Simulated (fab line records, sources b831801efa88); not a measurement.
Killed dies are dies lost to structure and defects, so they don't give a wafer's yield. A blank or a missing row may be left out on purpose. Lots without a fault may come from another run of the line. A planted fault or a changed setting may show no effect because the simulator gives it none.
One fault seen from 2 desks | flow gf180mcu | each desk has only its own numbers; what lay behind them comes last

THE METROLOGY DESK
What the gauges read, lot by lot, whatever tool the lot ran on: means of the sampled wafers that have a number. A lot is out of limits, marked OUT, if its mean lies more than 4 standard deviations from the usual mean; the brackets give that distance.
Columns: A = V5_CVD_02_THK at GF_V5_THK_MEAS_03, usual 1442 nm
lot  | first seen here | A
L633 | day 26 22:32    | 1457
L634 | day 27 07:50    | 1454
L635 | day 27 17:04    | 1465
L638 | day 28 17:46    | 1450
L639 | day 28 22:43    | 1436
L640 | day 29 09:13    | 1440
L641 | day 29 09:48    | 1441
L642 | day 30 00:49    | 1440
L646 | day 31 00:44    | 1432
L652 | day 32 10:50    | 1443
L653 | day 32 15:43    | 1440
L654 | day 33 02:15    | 1460
This desk's finding: nothing out of limits on any of the 12 lots.

THE TOOL OWNER'S DESK: cmp-01
The tool's own readings at GF_V5_CMP_04 (polishes SiO2): means of the sampled wafers that have a number, for each lot that ran on this tool. A lot is out of limits, marked OUT, if its mean lies more than 4 standard deviations from the usual mean; the brackets give that distance.
Columns: A = motor_current_A at GF_V5_CMP_04, usual 12.2 A; B = slurry_flow_ml_min at GF_V5_CMP_04, usual 149.9
lot  | first seen here | A    | B
L633 | day 26 22:38    | 12.1 | 149.9
L635 | day 27 17:10    | 12.1 | 149.4
L639 | day 28 22:53    | 11.8 | 149.5
L640 | day 29 09:27    | 12.3 | 150.5
L641 | day 29 10:21    | 12.6 | 149.9
L642 | day 30 00:52    | 11.8 | 149.6
This desk's finding: nothing out of limits on any of the 6 lots.

PUT TOGETHER
The metrology desk saw nothing out of limits.
The tool owner's desk saw nothing out of limits.

WHAT THE SIMULATOR HAD PUT IN
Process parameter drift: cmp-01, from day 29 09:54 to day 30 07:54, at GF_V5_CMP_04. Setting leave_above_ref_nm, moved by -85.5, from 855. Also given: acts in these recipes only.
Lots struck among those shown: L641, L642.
